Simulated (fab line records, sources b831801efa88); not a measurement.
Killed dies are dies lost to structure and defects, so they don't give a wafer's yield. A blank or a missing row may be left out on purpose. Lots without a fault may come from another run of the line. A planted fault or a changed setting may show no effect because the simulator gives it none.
fab line records | flow sky130
record lots=6 wafers=18 last_day=50
route steps=708 shown PWDE@48 NWELL@56 VT_ADJUST_HVTP@85 PAD_OPEN@708
lots that met no fault: from a run of the same line without faults
start_h: hours from the record's first day to the start of the lot's first wafer shown | wait_h: hours since the lot's step before | " the same as in the row above | L1.1+2: a row that stands for several wafers | - no value, or no start given | * or withheld: withheld | < > ~ a bound
route shown NAME@n: a module of which the file shows steps, and the number in the route of the first | usual: mean/standard deviation of fault-free wafers | same: alike in all rows | chamber/n: place in a boat | sites: the reading at each site | _std_site: their standard deviation | _edge_site: outer sites' mean less inner sites' | radius_mm: how far each site lies from the wafer's centre | mask NAME#n: copy n | behind: the tool/chamber that last shaped the wafer | hold: why the lot was held/for how many hours/how that ended | device: the transistor (n, p or np) that didn't switch | end of line: the same wafers' tests at the end of the route | a step without rows: its recipe alone | killed: dies lost to structure and defects at the first sort, not the wafer's yield | map: a wafer's dies, x killed, . not, _ none there
set.NAME: the setting as run; set.NAME@STEP: as run at that earlier step | model.NAME: the simulator's own value behind a step, which no gauge read
lots at some steps of the route; a table a step, a row a wafer
services: from which hour (start_h, from the record's first day; less than 0 if before it) a tool's chamber was out of use, for how many hours, and why
## steps
# step SKY_PWDE_SOFTBAKE_03
# recipe temp_c=110 time_s=withheld
# step SKY_PWDE_EXPOSE_04
# recipe mask_id=PWDEM na=0.6 source_shape=conventional sigma_outer=0.6 polarization=unpolarized target_cd_nm=840 dose_mj=214
# step SKY_PWDE_PEB_05
# recipe temp_c=115 time_s=withheld
# step SKY_PWDE_DEVELOP_06
# recipe wall_angle_deg=90 developer=TMAH develop_time_s=60 dev_temp_c=23
# step SKY_PWDE_OVL_MEAS_07
# usual PWDE_OVL=0.0/1.4
# columns lot.wafer tool chamber start_h wait_h PWDE_OVL[nm]
L352.1 overlay-02 - 113.80 - 0.2
L352.2 " - " " 1.0
L352.6 " - " " -0.2
L353.1 overlay-02 - 120.86 - -0.7
L353.4 " - " " -0.4
L353.6 " - " " 0.0
L360.1 overlay-01 - 160.20 - -1.2
L360.4 " - " " -0.2
L360.5 " - " " -1.9
L362.2 overlay-01 - 170.91 - 0.3
L362.4 " - " " -1.1
L362.5 " - " " 2.7
L363.2 overlay-02 - 182.21 - 0.9
L363.3 " - " " 4.9
L363.4 " - " " 2.0
L366.1 overlay-02 - 197.51 - -1.0
L366.4 " - " " 0.6
L366.6 " - " " 0.3
# step SKY_PWDE_IMPLANT_08
# recipe species=B energy_kev=150 dose_cm2=3.6e+12 tilt_deg=withheld
# step SKY_PWDE_STRIP_09
# recipe chemistry=O2/N2 power_w=1400 pressure_mtorr=1500 platen_temp_c=withheld o2_flow_sccm=3000 n2_flow_sccm=300 overash_fraction=0.5
# usual drypump_motor_current_A=5.7/0.52 oes_product_au=0.722/0.0039 strip_time_to_endpoint_s=36.86/0.1
# columns lot.wafer tool chamber start_h wait_h drypump_motor_current_A oes_product_au rf_hours_counter_h strip_time_to_endpoint_s
L352.1 plasma_asher-01 1 113.99 0.1 6.2 0.720 44 36.91
L352.2 " 0 " " 4.8 0.723 44 37.01
L352.6 " 1 " " 6.2 0.718 - 36.91
L353.1 plasma_asher-01 0 121.04 0.1 4.8 0.723 44 36.61
L353.4 " 1 " " 6.2 0.730 - 36.68
L353.6 " 0 " " 4.8 0.724 - 36.73
L360.1 plasma_asher-04 1 160.40 0.1 6.0 0.723 46 36.90
L360.4 " 1 " " 6.0 0.719 - 36.88
L360.5 " 0 " " 5.9 0.712 - 36.80
L362.2 plasma_asher-04 1 171.09 0.1 6.0 0.722 47 36.93
L362.4 " 1 " " 6.0 0.723 - 36.85
L362.5 " 0 " " 5.9 0.725 - 36.86
L363.2 plasma_asher-01 1 182.39 0.1 6.2 0.715 50 36.71
L363.3 " 1 " " 6.2 0.726 - 36.85
L363.4 " 0 " " 4.8 0.724 - 36.96
L366.1 plasma_asher-03 1 197.69 0.1 5.7 0.717 38 36.69
L366.4 " 0 " " 5.4 0.726 - 36.72
L366.6 " 1 " " 5.7 0.719 - 36.69
# step SKY_PWDE_TW_MEAS_10
# usual PWDE_TW=374.3/1.8
# columns lot.wafer tool chamber start_h wait_h PWDE_TW
L352.1 film_metro-02 - 114.09 0.1 378.1
L352.2 " - " " 377.8
L352.6 " - " " 376.2
L353.1 film_metro-01 - 121.14 0.1 377.5
L353.4 " - " " 375.5
L353.6 " - " " 377.5
L360.1 film_metro-03 - 160.50 0.1 373.4
L360.4 " - " " 375.3
L360.5 " - " " 375.1
L362.2 film_metro-01 - 171.20 0.1 374.1
L362.4 " - " " 374.9
L362.5 " - " " 376.8
L363.2 film_metro-02 - 182.50 0.1 375.3
L363.3 " - " " 376.1
L363.4 " - " " 372.9
L366.1 film_metro-02 - 197.79 0.1 375.0
L366.4 " - " " 375.0
L366.6 " - " " 374.8
# step SKY_NWELL_DEHYDRATE_03
# recipe temp_c=200 time_s=60
# step SKY_NWELL_HMDS_04
# recipe prime_time_s=60 prime_temp_c=120
# step SKY_NWELL_COAT_05
# recipe spin_rpm=2000 resist_thk_nm=3000
# step SKY_NWELL_SOFTBAKE_06
# recipe temp_c=110 time_s=withheld
# step SKY_NWELL_EXPOSE_07
# recipe mask_id=NWM na=0.6 source_shape=conventional sigma_outer=0.6 polarization=unpolarized target_cd_nm=840 dose_mj=255
# columns lot.wafer tool chamber start_h wait_h mask
L352.1+2+6 iline_stepper-02 0 122.52 - NWM#0
L353.1+4+6 iline_stepper-02 0 129.87 - NWM#0
L360.1+4+5 iline_stepper-01 0 170.68 - NWM#0
L362.2+4+5 iline_stepper-01 0 181.99 - NWM#0
L363.2+3+4 iline_stepper-02 0 192.99 - NWM#0
L366.1+4+6 iline_stepper-01 0 209.02 - NWM#0
# step SKY_NWELL_PEB_08
# recipe temp_c=115 time_s=withheld
# step SKY_NWELL_DEVELOP_09
# recipe wall_angle_deg=90 developer=TMAH develop_time_s=60 dev_temp_c=23
# step SKY_NWELL_OVL_MEAS_10
# usual NWELL_00_OVL=-0.7/1.5
# columns lot.wafer tool chamber start_h wait_h NWELL_00_OVL[nm]
L352.1 overlay-01 - 130.87 - 0.9
L352.2 " - " " 0.2
L352.6 " - " " -0.4
L353.1 overlay-01 - 139.21 - -1.5
L353.4 " - " " -0.3
L353.6 " - " " 0.2
L360.1 overlay-01 - 181.21 - -1.3
L360.4 " - " " -2.1
L360.5 " - " " -0.8
L362.2 overlay-01 - 192.51 - 0.0
L362.4 " - " " 0.3
L362.5 " - " " 0.9
L363.2 overlay-01 - 203.95 - -4.6
L363.3 " - " " -1.9
L363.4 " - " " -2.9
L366.1 overlay-01 - 219.86 - -4.1
L366.4 " - " " -3.5
L366.6 " - " " -4.9
# step SKY_NWELL_IMPLANT_11
# recipe species=P energy_kev=400 dose_cm2=1.9e+13 tilt_deg=withheld
# step SKY_NWELL_IMPLANT_12
# recipe species=P energy_kev=120 dose_cm2=1.3e+12 tilt_deg=withheld
# step SKY_NWELL_IMPLANT_13
# recipe species=P energy_kev=50 dose_cm2=7e+11 tilt_deg=withheld
# step SKY_NWELL_STRIP_14
# recipe chemistry=O2/N2 power_w=1400 pressure_mtorr=1500 platen_temp_c=withheld o2_flow_sccm=3000 n2_flow_sccm=300 overash_fraction=0.5
# usual drypump_motor_current_A=5.5/0.47 oes_product_au=0.723/0.0045 strip_time_to_endpoint_s=36.87/0.1
# columns lot.wafer tool chamber start_h wait_h drypump_motor_current_A oes_product_au rf_hours_counter_h strip_time_to_endpoint_s
L352.1 plasma_asher-03 0 131.36 0.1 5.4 0.728 32 36.91
L352.2 " 1 " " 5.7 0.723 32 36.95
L352.6 " 1 " " 5.8 0.725 - 36.82
L353.1 plasma_asher-02 0 139.69 0.1 5.3 0.724 2 36.96
L353.4 " 0 " " 5.3 0.722 - 36.96
L353.6 " 0 " " 5.3 0.716 - 36.88
L360.1 plasma_asher-02 1 181.69 0.1 5.4 0.732 6 36.81
L360.4 " 0 " " 5.3 0.726 - 36.95
L360.5 " 0 " " 5.3 0.722 - 36.87
L362.2 plasma_asher-02 1 192.99 0.1 5.4 0.717 7 36.80
L362.4 " 1 " " 5.4 0.728 - 36.77
L362.5 " 1 " " 5.4 0.712 - 36.85
L363.2 plasma_asher-03 1 204.43 0.1 5.7 0.724 38 37.03
L363.3 " 0 " " 5.4 0.715 - 36.98
L363.4 " 1 " " 5.7 0.730 - 37.02
L366.1 plasma_asher-03 1 220.34 0.1 5.8 0.722 40 36.69
L366.4 " 1 " " 5.8 0.729 - 36.74
L366.6 " 0 " " 5.4 0.720 - 36.73
# step SKY_NWELL_TW_MEAS_15
# usual NWELL_TW=1823/7.2
# columns lot.wafer tool chamber start_h wait_h NWELL_TW
L352.1 film_metro-01 - 131.46 0.1 1834
L352.2 " - " " 1832
L352.6 " - " " 1834
L353.1 film_metro-03 - 139.79 0.1 1820
L353.4 " - " " 1816
L353.6 " - " " 1823
L360.1 film_metro-03 - 181.79 0.1 1827
L360.4 " - " " 1822
L360.5 " - " " 1817
L362.2 film_metro-02 - 193.10 0.1 1817
L362.4 " - " " 1812
L362.5 " - " " 1804
L363.2 film_metro-02 - 204.54 0.1 1820
L363.3 " - " " 1820
L363.4 " - " " 1822
L366.1 film_metro-01 - 220.44 0.1 1836
L366.4 " - " " 1841
L366.6 " - " " 1837
# step SKY_NWELL_DEHYDRATE_16
# recipe temp_c=200 time_s=60
# step SKY_NWELL_HMDS_17
# recipe prime_time_s=60 prime_temp_c=120
# step SKY_NWELL_COAT_18
# recipe spin_rpm=2000 resist_thk_nm=3000
# step SKY_NWELL_SOFTBAKE_19
# recipe temp_c=110 time_s=withheld
# step SKY_NWELL_EXPOSE_20
# recipe mask_id=NWM_COMPLEMENT na=0.6 source_shape=conventional sigma_outer=0.6 polarization=unpolarized target_cd_nm=840 dose_mj=260
# step SKY_NWELL_PEB_21
# recipe temp_c=115 time_s=withheld
# step SKY_NWELL_DEVELOP_22
# recipe wall_angle_deg=90 developer=TMAH develop_time_s=60 dev_temp_c=23
# step SKY_NWELL_OVL_MEAS_23
# usual NWELL_01_OVL=0.9/1.6
# columns lot.wafer tool chamber start_h wait_h NWELL_01_OVL[nm]
L352.1 overlay-01 - 148.82 - 0.5
L352.2 " - " " 0.2
L352.6 " - " " 2.7
L353.1 overlay-01 - 158.84 - 0.7
L353.4 " - " " 1.3
L353.6 " - " " 1.5
L360.1 overlay-01 - 203.29 - 0.8
L360.4 " - " " -0.9
L360.5 " - " " 1.5
L362.2 overlay-01 - 215.43 - -0.7
L362.4 " - " " 1.5
L362.5 " - " " -0.2
L363.2 overlay-01 - 226.73 - -0.6
L363.3 " - " " -0.3
L363.4 " - " " -1.5
L366.1 overlay-02 - 243.82 - 1.1
L366.4 " - " " 1.8
L366.6 " - " " -0.3
# step SKY_NWELL_IMPLANT_24
# recipe species=B energy_kev=140 dose_cm2=9.2e+12 tilt_deg=withheld
# step SKY_NWELL_STRIP_25
# recipe chemistry=O2/N2 power_w=1400 pressure_mtorr=1500 platen_temp_c=withheld o2_flow_sccm=3000 n2_flow_sccm=300 overash_fraction=0.5
# usual drypump_motor_current_A=5.5/0.43 oes_product_au=0.722/0.0044 strip_time_to_endpoint_s=36.88/0.096
# columns lot.wafer tool chamber start_h wait_h drypump_motor_current_A oes_product_au rf_hours_counter_h strip_time_to_endpoint_s
L352.1 plasma_asher-02 0 149.01 0.1 5.3 0.723 3 36.80
L352.2 " 1 " " 5.4 0.724 3 36.86
L352.6 " 0 " " 5.3 0.719 - 36.83
L353.1 plasma_asher-03 0 159.03 0.1 5.4 0.723 34 36.89
L353.4 " 1 " " 5.8 0.722 - 36.94
L353.6 " 0 " " 5.4 0.716 - 36.83
L360.1 plasma_asher-01 0 203.48 0.1 4.8 0.713 52 36.79
L360.4 " 1 " " 6.2 0.723 - 36.83
L360.5 " 1 " " 6.2 0.725 - 36.81
L362.2 plasma_asher-01 1 215.61 0.1 6.2 0.719 53 36.86
L362.4 " 1 " " 6.2 0.719 - 36.85
L362.5 " 0 " " 4.8 0.713 - 36.84
L363.2 plasma_asher-02 1 226.91 0.1 5.4 0.732 11 36.78
L363.3 " 0 " " 5.3 0.722 - 36.80
L363.4 " 1 " " 5.4 0.719 - 36.72
L366.1 plasma_asher-01 0 244.01 0.1 4.8 0.725 56 36.94
L366.4 " 1 " " 6.3 0.719 - 37.00
L366.6 " 1 " " 6.3 0.729 - 36.91
# step SKY_NWELL_TW_MEAS_26
# usual NWELL_2_TW=499/3.5
# columns lot.wafer tool chamber start_h wait_h NWELL_2_TW
L352.1 film_metro-03 - 149.11 0.1 499
L352.2 " - " " 499
L352.6 " - " " 500
L353.1 film_metro-03 - 159.13 0.1 498
L353.4 " - " " 498
L353.6 " - " " 497
L360.1 film_metro-02 - 203.58 0.1 496
L360.4 " - " " 496
L360.5 " - " " 497
L362.2 film_metro-01 - 215.72 0.1 500
L362.4 " - " " 500
L362.5 " - " " 498
L363.2 film_metro-03 - 227.02 0.1 507
L363.3 " - " " 508
L363.4 " - " " 510
L366.1 film_metro-02 - 244.11 0.1 498
L366.4 " - " " 495
L366.6 " - " " 497
# step SKY_NWELL_CLEAN_27
# recipe chemistry=SC1/SC2 mix=1:4:20 temp_c=70 time_s=150 dry=n2_spin
# step SKY_NWELL_RTA_28
# recipe temp_c=1050 time_s=30 idle_temp_c=650 ramp_up_c_per_s=150 ramp_down_c_per_s=90 ambient=N2
# usual anneal_temp_c_max=1054.2/1 chamber_o2_ppm=1.997/0.02 lamp_power_pct=25.30/0.051 wafer_temp_C_max=1054.7/0.93
# columns lot.wafer tool chamber start_h wait_h anneal_temp_c_max chamber_o2_ppm lamp_power_pct wafer_temp_C_max
L352.1 rtp_anneal-01 0 149.22 0.0 1056.3 1.992 25.31 1054.4
L352.2 " 0 " " 1055.8 1.966 25.30 1055.2
L352.6 " 0 " " 1054.8 2.004 25.29 1054.2
L353.1 rtp_anneal-02 0 159.24 0.0 1054.0 2.013 25.25 1056.3
L353.4 " 0 " " 1053.7 1.999 25.35 1055.2
L353.6 " 0 " " 1052.7 1.998 25.34 1055.1
L360.1 rtp_anneal-01 0 203.70 0.0 1055.2 2.015 25.29 1054.4
L360.4 " 0 " " 1054.5 1.969 25.31 1053.7
L360.5 " 0 " " 1054.1 2.005 25.26 1053.7
L362.2 rtp_anneal-01 0 215.83 0.0 1055.2 2.009 25.42 1054.6
L362.4 " 0 " " 1054.4 1.998 25.29 1054.8
L362.5 " 0 " " 1053.5 2.008 25.25 1055.5
L363.2 rtp_anneal-01 0 227.13 0.0 1056.1 1.983 25.23 1053.3
L363.3 " 0 " " 1055.0 2.003 25.35 1056.8
L363.4 " 0 " " 1055.6 1.996 25.36 1053.7
L366.1 rtp_anneal-02 0 244.22 0.0 1054.1 2.021 25.33 1053.9
L366.4 " 0 " " 1053.4 1.995 25.28 1054.2
L366.6 " 0 " " 1053.6 1.986 25.29 1055.6
# step SKY_NWELL_RS_MEAS_29
# recipe thk_meas_gauge=four-point-probe
# usual NWELL_RS=625.0/2.1
# columns lot.wafer tool chamber start_h wait_h NWELL_RS[ohm/sq]
L352.1 film_metro-02 - 149.32 0.1 621.3
L352.2 " - " " 622.1
L352.6 " - " " 620.4
L353.1 film_metro-01 - 159.34 0.1 625.9
L353.4 " - " " 624.8
L353.6 " - " " 626.1
L360.1 film_metro-03 - 203.80 0.1 625.5
L360.4 " - " " 625.9
L360.5 " - " " 625.9
L362.2 film_metro-03 - 215.94 0.1 624.8
L362.4 " - " " 624.8
L362.5 " - " " 625.8
L363.2 film_metro-02 - 227.24 0.1 624.4
L363.3 " - " " 624.2
L363.4 " - " " 625.7
L366.1 film_metro-03 - 244.32 0.1 624.4
L366.4 " - " " 624.1
L366.6 " - " " 624.0
# step SKY_NWELL_RS_MEAS_31
# recipe thk_meas_gauge=four-point-probe
# usual PWDE_RS=5279/17
# columns lot.wafer tool chamber start_h wait_h PWDE_RS[ohm/sq]
L352.1 film_metro-02 - 149.56 0.1 5265
L352.2 " - " " 5279
L352.6 " - " " 5270
L353.1 film_metro-01 - 159.58 0.1 5288
L353.4 " - " " 5284
L353.6 " - " " 5312
L360.1 film_metro-03 - 204.04 0.1 5279
L360.4 " - " " 5275
L360.5 " - " " 5272
L362.2 film_metro-03 - 216.18 0.1 5305
L362.4 " - " " 5306
L362.5 " - " " 5290
L363.2 film_metro-02 - 227.48 0.1 5252
L363.3 " - " " 5224
L363.4 " - " " 5260
L366.1 film_metro-03 - 244.56 0.1 5265
L366.4 " - " " 5271
L366.6 " - " " 5258
# step SKY_VT_ADJUST_HVTP_DEHYDRATE_00
# recipe temp_c=200 time_s=60
# step SKY_VT_ADJUST_HVTP_HMDS_01
# recipe prime_time_s=60 prime_temp_c=120
# step SKY_VT_ADJUST_HVTP_COAT_02
# recipe resist=NOVOLAK spin_rpm=3000 resist_thk_nm=1140
# step SKY_VT_ADJUST_HVTP_SOFTBAKE_03
# recipe temp_c=90 time_s=60 resist=NOVOLAK
# step SKY_VT_ADJUST_HVTP_EXPOSE_04
# recipe mask_id=HVTPM na=0.6 source_shape=conventional sigma_outer=0.6 polarization=unpolarized target_cd_nm=380 dose_mj=140
# step SKY_PAD_OPEN_PROBE_99
# usual killed_at_M0_to_M3=43/7 killed_at_M4_up=3.5/1.9 killed_at_contacts=24/5.3 killed_at_front_end=15/4.4 killed_at_other=0.3/0.69 killed_dies=87/9.7 killed_open=48/7 killed_short=39/6.4
# same gross_dies=492 killed_at_back_side=0
# columns lot.wafer tool chamber start_h wait_h killed_at_M0_to_M3 killed_at_M4_up killed_at_contacts killed_at_front_end killed_at_other killed_dies killed_open killed_short model.etest.pfet_16v.r_on_ohm_um model.etest.nfet_16v.r_on_ohm_um model.etest.res_nwell.line_ohm_um model.etest.res_nwell.width_nm model.etest.res_iso_pwell.width_nm model.etest.pfet_16v.drive_ua_um model.etest.iso_nwell_nwell.leak_log10_a_um
L352.1 prober-01 - 1124.37 0.1 50 2 30 7 0 89 44 44 1.585e+04 1.364e+04 1079 896 2608 234.5 -13.53
L352.2 prober-01 - 1124.42 0.1 42 3 24 9 1 79 37 42 1.551e+04 1.364e+04 1029 908.7 2598 233.7 -13.19
L352.6 prober-01 - 1124.62 0.2 37 3 20 12 0 72 35 37 1.629e+04 1.339e+04 1017 955 2586 222.1 -12.84
L353.1 prober-02 - 1136.17 0.1 45 5 16 11 0 77 42 35 1.597e+04 1.352e+04 928.4 979.9 2565 224.9 -12.25
L353.4 prober-02 - 1136.32 0.2 49 4 22 16 0 91 50 41 1.538e+04 1.372e+04 931.2 930.1 2602 234.2 -12.55
L353.6 prober-02 - 1136.42 0.2 42 6 32 10 0 90 44 46 1.511e+04 1.399e+04 1007 884.8 2632 242.3 -13.09
L360.1 prober-02 - 1168.87 0.1 49 2 23 15 0 89 42 46 1.514e+04 1.387e+04 1170 842.6 2638 238.7 -13.9
L360.4 prober-02 - 1169.02 0.2 45 3 25 16 1 90 46 43 1.55e+04 1.396e+04 1210 843.1 2644 239.2 -13.93
L360.5 prober-02 - 1169.07 0.2 49 3 17 14 0 83 37 46 1.569e+04 1.403e+04 1231 841.1 2645 233.8 -13.82
L362.2 prober-02 - 1176.77 0.1 41 3 26 10 0 80 46 34 1.509e+04 1.381e+04 1095 835.9 2649 241.7 -13.75
L362.4 prober-02 - 1176.87 0.2 45 2 20 11 0 78 41 37 1.472e+04 1.39e+04 1066 829.7 2660 245.5 -13.54
L362.5 prober-02 - 1176.92 0.2 37 6 15 16 0 74 41 33 1.513e+04 1.394e+04 1106 833.7 2642 239.3 -13.75
L363.2 prober-01 - 1188.82 0.1 46 4 34 18 0 102 52 49 1.487e+04 1.392e+04 1171 836.9 2649 242.4 -13.74
L363.3 prober-01 - 1188.87 0.2 43 2 33 7 1 86 55 31 1.484e+04 1.378e+04 1163 835.6 2647 246.8 -13.94
L363.4 prober-01 - 1188.92 0.2 56 5 25 12 0 98 53 45 1.52e+04 1.387e+04 1201 834.5 2654 243.4 -13.71
L366.1 prober-01 - 1199.89 0.1 42 6 24 8 0 80 41 39 1.529e+04 1.396e+04 1173 835 2659 241 -13.92
L366.4 prober-01 - 1200.04 0.2 44 2 24 12 0 82 44 38 1.52e+04 1.402e+04 1189 836 2659 243.6 -13.81
L366.6 prober-01 - 1200.14 0.2 32 2 21 9 0 64 37 27 1.486e+04 1.395e+04 1138 835.9 2647 245.4 -13.91
# killed by level:class
L352.1 CONTACT:geometric_particle:open=9 LI_CONTACT:geometric_particle:open=8 VIA3:geometric_particle:open=8 METAL3:geometric_particle:short=7 METAL1:geometric_particle:short=7 VIA1:geometric_particle:short=7 VIA2:geometric_particle:open=5 VIA1:geometric_particle:open=5
L352.2 VIA1:geometric_particle:open=10 CONTACT:geometric_particle:open=8 METAL1:geometric_particle:short=6 VIA1:geometric_particle:short=6 FIELD_ISO:geometric_particle:short=5 LI_CONTACT:geometric_particle:short=4 LI_CONTACT:geometric_particle:open=4 LOCAL_INTERCONNECT:geometric_particle:short=4
L352.6 CONTACT:geometric_particle:open=9 VIA1:geometric_particle:open=8 METAL1:geometric_particle:short=7 CONTACT:geometric_particle:short=5 POLY_GATE:geometric_particle:open=4 VIA3:geometric_particle:short=4 VIA3:geometric_particle:open=4 FIELD_ISO:geometric_particle:short=3
L353.1 VIA1:geometric_particle:open=11 CONTACT:geometric_particle:open=8 VIA1:geometric_particle:short=8 VIA2:geometric_particle:open=6 METAL2:geometric_particle:short=5 FIELD_ISO:geometric_particle:open=4 VIA2:geometric_particle:short=4 METAL4:geometric_particle:short=4
L353.4 VIA1:geometric_particle:open=13 VIA2:geometric_particle:open=7 METAL2:geometric_particle:short=6 FIELD_ISO:geometric_particle:short=5 LI_CONTACT:geometric_particle:open=5 CONTACT:geometric_particle:open=5 CONTACT:geometric_particle:short=5 METAL1:geometric_particle:short=5
L353.6 VIA1:geometric_particle:open=13 LI_CONTACT:geometric_particle:open=8 CONTACT:geometric_particle:open=7 CONTACT:geometric_particle:short=7 LI_CONTACT:geometric_particle:short=5 LOCAL_INTERCONNECT:geometric_particle:short=5 METAL2:geometric_particle:short=4 VIA2:geometric_particle:open=4
L360.1 VIA1:geometric_particle:open=11 METAL2:geometric_particle:short=8 CONTACT:geometric_particle:open=8 LOCAL_INTERCONNECT:geometric_particle:short=7 VIA2:geometric_particle:open=7 POLY_GATE:geometric_particle:short=6 VIA1:geometric_particle:short=5 VIA3:geometric_particle:short=5
L360.4 CONTACT:geometric_particle:open=13 VIA3:geometric_particle:open=9 VIA1:geometric_particle:open=9 METAL1:geometric_particle:short=9 CONTACT:geometric_particle:short=6 FIELD_ISO:geometric_particle:short=5 METAL2:geometric_particle:short=5 FIELD_ISO:geometric_particle:open=4
L360.5 VIA1:geometric_particle:open=10 VIA1:geometric_particle:short=9 CONTACT:geometric_particle:open=6 METAL2:geometric_particle:short=6 VIA3:geometric_particle:open=5 FIELD_ISO:geometric_particle:open=4 POLY_GATE:geometric_particle:short=4 CONTACT:geometric_particle:short=4
L362.2 CONTACT:geometric_particle:open=12 VIA1:geometric_particle:open=11 METAL2:geometric_particle:short=7 LI_CONTACT:geometric_particle:open=6 METAL1:geometric_particle:short=6 VIA2:geometric_particle:open=5 FIELD_ISO:geometric_particle:short=4 FIELD_ISO:geometric_particle:open=4
L362.4 VIA1:geometric_particle:open=9 CONTACT:geometric_particle:open=7 VIA1:geometric_particle:short=6 VIA3:geometric_particle:open=6 VIA3:geometric_particle:short=5 LI_CONTACT:geometric_particle:open=5 FIELD_ISO:geometric_particle:short=4 LI_CONTACT:geometric_particle:short=4
L362.5 VIA1:geometric_particle:open=14 FIELD_ISO:geometric_particle:open=6 LI_CONTACT:geometric_particle:open=5 METAL4:geometric_particle:short=5 FIELD_ISO:geometric_particle:short=4 VIA1:geometric_particle:short=4 LOCAL_INTERCONNECT:geometric_particle:short=3 POLY_GATE:geometric_particle:short=3
L363.2 CONTACT:geometric_particle:open=18 VIA1:geometric_particle:open=7 METAL2:geometric_particle:short=7 VIA3:geometric_particle:open=7 VIA1:geometric_particle:short=6 LI_CONTACT:geometric_particle:short=5 LI_CONTACT:geometric_particle:open=5 VIA2:geometric_particle:short=5
L363.3 CONTACT:geometric_particle:open=10 LI_CONTACT:geometric_particle:open=9 VIA1:geometric_particle:open=9 VIA2:geometric_particle:open=8 CONTACT:geometric_particle:short=6 VIA3:geometric_particle:open=6 POLY_GATE:geometric_particle:open=4 VIA1:geometric_particle:short=4
L363.4 VIA1:geometric_particle:open=18 CONTACT:geometric_particle:open=9 CONTACT:geometric_particle:short=7 METAL2:geometric_particle:short=7 METAL1:geometric_particle:short=6 VIA2:geometric_particle:open=6 VIA3:geometric_particle:open=6 VIA1:geometric_particle:short=5
L366.1 CONTACT:geometric_particle:open=9 VIA1:geometric_particle:open=8 VIA3:geometric_particle:open=7 VIA1:geometric_particle:short=6 CONTACT:geometric_particle:short=6 VIA2:geometric_particle:open=6 LOCAL_INTERCONNECT:geometric_particle:short=5 METAL2:geometric_particle:short=5
L366.4 CONTACT:geometric_particle:open=8 VIA2:geometric_particle:open=8 VIA1:geometric_particle:short=7 LI_CONTACT:geometric_particle:open=7 METAL1:geometric_particle:short=7 VIA3:geometric_particle:open=6 VIA1:geometric_particle:open=5 FIELD_ISO:geometric_particle:open=4
L366.6 VIA2:geometric_particle:open=7 CONTACT:geometric_particle:open=6 VIA3:geometric_particle:open=5 LI_CONTACT:geometric_particle:open=4 CONTACT:geometric_particle:short=4 METAL1:geometric_particle:short=4 VIA3:geometric_particle:short=4 VIA1:geometric_particle:open=4
## services
# columns tool chamber start_h hours kind
iline_stepper-02 0 91.61 - calibration
plasma_asher-02 - 108.78 9.0 pm
plasma_asher-02 0 108.78 9.0 vent_cycle
plasma_asher-02 1 108.78 9.0 vent_cycle
plasma_asher-04 - 116.08 2.8 pm
plasma_asher-02 0 117.78 - clean
plasma_asher-02 1 117.78 - clean
iline_stepper-01 - 140.63 1.7 pm
plasma_asher-03 - 147.20 1.1 repair
plasma_asher-01 - 152.22 0.9 repair
iline_stepper-01 - 155.70 0.8 pm
iline_stepper-02 - 159.07 4.4 pm
plasma_asher-01 - 160.19 0.6 repair
plasma_asher-04 - 171.99 2.6 repair
iline_stepper-01 0 179.69 - calibration
iline_stepper-01 - 229.50 5.8 repair
## key
first_sign none at tools or gauges
model_effect step=SKY_PAD_OPEN_PROBE_99 value=etest.pfet_16v.r_on_ohm_um without=1.503e+04 struck=1.568e+04
met_at SKY_NWELL_EXPOSE_07
struck_wafers L352.1,L352.2,L352.6,L353.1,L353.4,L353.6
tester_left_out L352,L353
fault kind=process_parameter_drift tool=iline_stepper-02 chamber=- onset_h=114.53 steps=SKY_NWELL_EXPOSE_07 channel=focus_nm offset=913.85 spread_by_wafer=0.3 shape=step end_h=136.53
# tester_left_out: of these lots the tester's yield and bins aren't shown, on N5 and GAA mostly nor the transistor test; their killed dies are dies lost to structure and defects alone, not to doping, threshold or leakage, so they don't give the yield
